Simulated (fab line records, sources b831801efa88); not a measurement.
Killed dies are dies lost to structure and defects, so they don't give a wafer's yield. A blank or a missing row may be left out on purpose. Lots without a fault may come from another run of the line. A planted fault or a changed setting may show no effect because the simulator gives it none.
Which tool did it? | flow sky130 | 6 lots, 18 wafers sampled, at 2 steps of a route of 708

WHAT THE GAUGES READ, wafer by wafer
SKY_VT_ADJUST_LVTN_TW_MEAS_21.
lot  | measured     | on            | VT_ADJUST_LVTN_2_TW
L490 | day 8 05:41  | film_metro-02 | 190.0 190.8 188.7
L492 | day 8 23:40  | film_metro-01 | 191.4 191.6 191.4
L496 | day 10 00:45 | film_metro-02 | 189.9 190.7 190.0
L498 | day 10 12:45 | film_metro-01 | 191.1 189.9 191.3
L500 | day 11 00:35 | film_metro-01 | 193.7 192.7 192.8
L508 | day 14 09:36 | film_metro-02 | 190.4 190.6 190.9

WHICH TOOL RAN EACH LOT (tool, then ch and the chambers of the sampled wafers, then the start)
lot  | SKY_VT_ADJUST_LVTN_STRIP_09
L490 | plasma_asher-04 ch 0,1, day 7 10:20
L492 | plasma_asher-03 ch 0,1, day 8 03:42
L496 | plasma_asher-01 ch 0,1, day 9 02:35
L498 | plasma_asher-04 ch 1, day 9 14:33
L500 | plasma_asher-04 ch 0,1, day 10 02:26
L508 | plasma_asher-03 ch 0,1, day 13 07:06
- SKY_VT_ADJUST_LVTN_STRIP_09: strips in O2/N2.

THE ANSWER, worked out from the rows above alone
Rule: what is usual is taken from the lots themselves. Put in order of their means at a reading, lots are off if they are a third of the lots or fewer, leave a main group of 4 or more, and stand apart from it by a gap of 3 or more times the standard deviation of the main group's means; of several such gaps the widest counts. A main group whose means are all the same, to the digits that the tables above print for the reading, isn't used. A lot without any number at a reading at which 4 lots or more have one is off too. The other lots that the step has rows for count as sound.
No lot is off at any reading shown: from this, nothing can be told.

WHAT THE SIMULATOR HAD PUT IN
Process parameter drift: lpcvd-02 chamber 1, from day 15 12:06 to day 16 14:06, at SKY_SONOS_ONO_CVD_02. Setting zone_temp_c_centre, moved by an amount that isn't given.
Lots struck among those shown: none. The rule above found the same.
